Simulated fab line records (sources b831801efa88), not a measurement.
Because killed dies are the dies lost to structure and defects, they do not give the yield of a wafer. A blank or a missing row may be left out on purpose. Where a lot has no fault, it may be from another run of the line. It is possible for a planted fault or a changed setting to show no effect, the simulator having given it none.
A lot that was struck, set against a sound lot -- flow sky130 -- 17 out of 708 route steps
Sound: these wafers, L191.1, L191.3, L191.5. The struck wafers were L201.3, L201.4, L201.6. At the end, the cause is stated.
Each step with rows lists, per side, the tool, then ch with its chambers, then its first start. Under that, the readings that differ: sound wafers -- struck wafers -- difference of the means -- sigmas: that difference in standard deviations of wafers without a fault.
alike: same words and numbers on both sides, and readings whose means sit less than 2 such deviations apart. not compared: any withheld reading, any reading some wafer has no value for, any bound like >300 that may hide the same value, and any number with overlapping values for which the record gives no deviation.
A row with sigmas, a row that says differs or no value, or rows on one side alone: a step with any of these is where the two part. Numbers that don't overlap but have no deviation are shown without sigmas and don't part them. Lack of a reading on every wafer of one side parts them only where that side has two or more wafers.

SKY_VT_ADJUST_HVTP_OVL_MEAS_08:
  sound on overlay-02 at day 8 05:54; struck on overlay-01 at day 11 02:42
reading,sound,struck,difference,sigmas
VT_ADJUST_HVTP_OVL (nm),-3.8 -2.0 -3.8,0.6 1.5 2.6,+4.8,+3
following that, these wafers have no rows for 1 step: SKY_VT_ADJUST_HVTP_IMPLANT_09.
SKY_VT_ADJUST_HVTP_STRIP_10: strips in O2/N2.
  sound on plasmaAsher-04 ch 0,1, day 8 06:05; struck on plasmaAsher-01 ch 0,1, day 11 02:54
  alike: drypumpMotorCurrentA, oesProductAu, stripTimeToEndpointS
  not compared: rfHoursCounterH
SKY_VT_ADJUST_HVTP_TW_MEAS_11:
  sound on filmMetro-01 at day 8 06:11; struck on filmMetro-01 at day 11 02:59
  alike: VT_ADJUST_HVTP_TW
then, 7 steps without rows for these wafers: SKY_VT_ADJUST_LVTN_DEHYDRATE_00 (time 60 s); SKY_VT_ADJUST_LVTN_HMDS_01 (prime time 60 s); SKY_VT_ADJUST_LVTN_COAT_02 (resist thk 3000 nm); SKY_VT_ADJUST_LVTN_SOFTBAKE_03; SKY_VT_ADJUST_LVTN_EXPOSE_04 (exposes mask NWM COMPLEMENT LESS NATIVE, target cd 840 nm); SKY_VT_ADJUST_LVTN_PEB_05; SKY_VT_ADJUST_LVTN_DEVELOP_06 (develop time 60 s).
SKY_VT_ADJUST_LVTN_OVL_MEAS_07:
  sound on overlay-02 at day 9 02:55; struck on overlay-01 at day 12 01:41
  alike: VT_ADJUST_LVTN_OVL
SKY_VT_ADJUST_LVTN_IMPLANT_08:
  sound on implanter-02 ch 0, day 9 02:56; struck on implanter-02 ch 0, day 12 01:46
reading,sound,struck,difference,sigmas
doseIonsCm2,1.5683e+12 1.5693e+12 1.5714e+12,2.2712e+12 2.2691e+12 2.2717e+12,+7.0100e+11,+99 or more
faradayCurrentUA,8.71 8.71 8.91,12.73 12.99 13.36,+4.25,+21
  alike: beamEnergyKeV, endStationPressureTorr
SKY_VT_ADJUST_LVTN_STRIP_09: strips in O2/N2.
  sound on plasmaAsher-03 ch 0,1, day 9 03:05; struck on plasmaAsher-04 ch 0,1, day 12 01:54
  alike: drypumpMotorCurrentA, oesProductAu, stripTimeToEndpointS
  not compared: rfHoursCounterH
SKY_VT_ADJUST_LVTN_TW_MEAS_10:
  sound on filmMetro-04 at day 9 03:11; struck on filmMetro-01 at day 12 01:59
reading,sound,struck,difference,sigmas
VT_ADJUST_LVTN_TW,240.2 240.9 239.8,265.9 267.1 268.0,+26.7,+19
then, 1 step without rows for these wafers: SKY_VT_ADJUST_LVTN_DEHYDRATE_11 (time 60 s).
-- the record jumps here: 38 days lie between the struck wafers' starts before and after (it left off in module VT_ADJUST_LVTN and takes up again in module PAD_OPEN, whose first step shown is number 708 of the route) --
SKY_PAD_OPEN_PROBE_99:
  sound on prober-01 at day 48 05:49; struck on prober-01 at day 50 04:17
reading,sound,struck,difference,sigmas
model.etest.nfet_01v8_lvt.vtSatV (V),0.53 0.5241 0.5322,0.5679 0.5652 0.5703,+0.0390,
model.etest.nfet_01v8.vtSatV (V),0.6476 0.6451 0.646,0.6615 0.6678 0.6673,+0.0193,
model.etest.nfet_01v8_swapped.vtSatV (V),0.6465 0.6449 0.6513,0.6688 0.6683 0.6721,+0.0222,
model.etest.nfet_01v8_turned.vtSatV (V),0.6459 0.6437 0.6499,0.6716 0.6671 0.6707,+0.0233,
model.etest.nfet_01v8_lvt.vtV (V),0.6023 0.6072 0.6082,0.6288 0.6226 0.6363,+0.0233,
model.etest.nfet_01v8_lvt.vtLongV (V),0.4405 0.4435 0.437,0.4509 0.4504 0.4556,+0.0120,
model.etest.nfet_01v8_swapped.vtV (V),0.6982 0.7012 0.7013,0.7132 0.7123 0.7188,+0.0145,
model.etest.nfet_01v8.vtV (V),0.6985 0.7012 0.7009,0.7129 0.7126 0.7181,+0.0143,
  alike: killed_at_M0_to_M3, killed_at_M4_up, killedAtContacts, killedAtFrontEnd, killedAtOther, killedDies, killedOnRim, killedOpen, killedShort

## WHERE THEY PART
First at SKY_VT_ADJUST_HVTP_OVL_MEAS_08; last, within this record, at SKY_VT_ADJUST_LVTN_TW_MEAS_10. Later steps at which nothing parts them and some readings are alike: SKY_PAD_OPEN_PROBE_99.

WHY: what the simulator had put in
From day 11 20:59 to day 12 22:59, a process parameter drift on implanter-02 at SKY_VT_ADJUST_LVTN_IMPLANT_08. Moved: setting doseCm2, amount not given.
